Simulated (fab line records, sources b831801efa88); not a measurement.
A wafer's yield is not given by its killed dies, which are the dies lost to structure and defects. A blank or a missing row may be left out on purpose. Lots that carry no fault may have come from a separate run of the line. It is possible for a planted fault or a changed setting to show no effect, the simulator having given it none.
The tool behind it: which one? | flow sky130 | route of 708 steps, sampled at 1 step: 12 lots, 36 wafers

## WHAT THE GAUGES SHOWED, per wafer
SKY_CONTACT_RS_MEAS_25: measures by four-point-probe.
lot  | measured     | on            | CONTACT_W_RS (ohm/sq)
L075 | day 32 17:20 | film-metro-04 | 0.335 0.337 0.331
L076 | day 32 19:37 | film-metro-01 | 0.334 0.335 0.337
L079 | day 34 18:58 | film-metro-02 | 0.337 0.335 0.334
L081 | day 34 19:50 | film-metro-04 | 0.334 0.340 0.332
L084 | day 35 04:38 | film-metro-01 | 0.334 0.339 0.339
L085 | day 35 07:01 | film-metro-01 | 0.339 0.337 0.336
L087 | day 35 18:59 | film-metro-04 | 0.328 0.338 0.336
L089 | day 36 10:17 | film-metro-01 | 0.327 0.327 0.328
L091 | day 37 05:13 | film-metro-01 | 0.333 0.333 0.332
L093 | day 38 01:23 | film-metro-04 | 0.328 0.335 0.332
L095 | day 38 13:16 | film-metro-01 | 0.335 0.334 0.335
L097 | day 38 23:26 | film-metro-01 | 0.334 0.330 0.333

## EACH LOT AND THE TOOL THAT RAN IT (in order: tool; ch and the chambers of the sampled wafers; start)
Before these readings, the record contains no process step.

## THE ANSWER, worked out from the rows above alone
Rule: usual is defined by the lots themselves. Put in order of their means at a reading, lots are off if they are a third of the lots or fewer, leave a main group of 4 or more, and stand apart from it by a gap of 3 or more times the standard deviation of the main group's means; of several such gaps the widest counts. Not used: any main group whose means are identical at the precision the tables above print for the reading. Also off: a lot with no number at a reading for which 4 or more lots have one. All remaining lots with rows at the step are treated as sound.
Across all readings shown, no lot is off: no conclusion can be drawn from this.

## WHAT THE SIMULATOR HAD INSERTED
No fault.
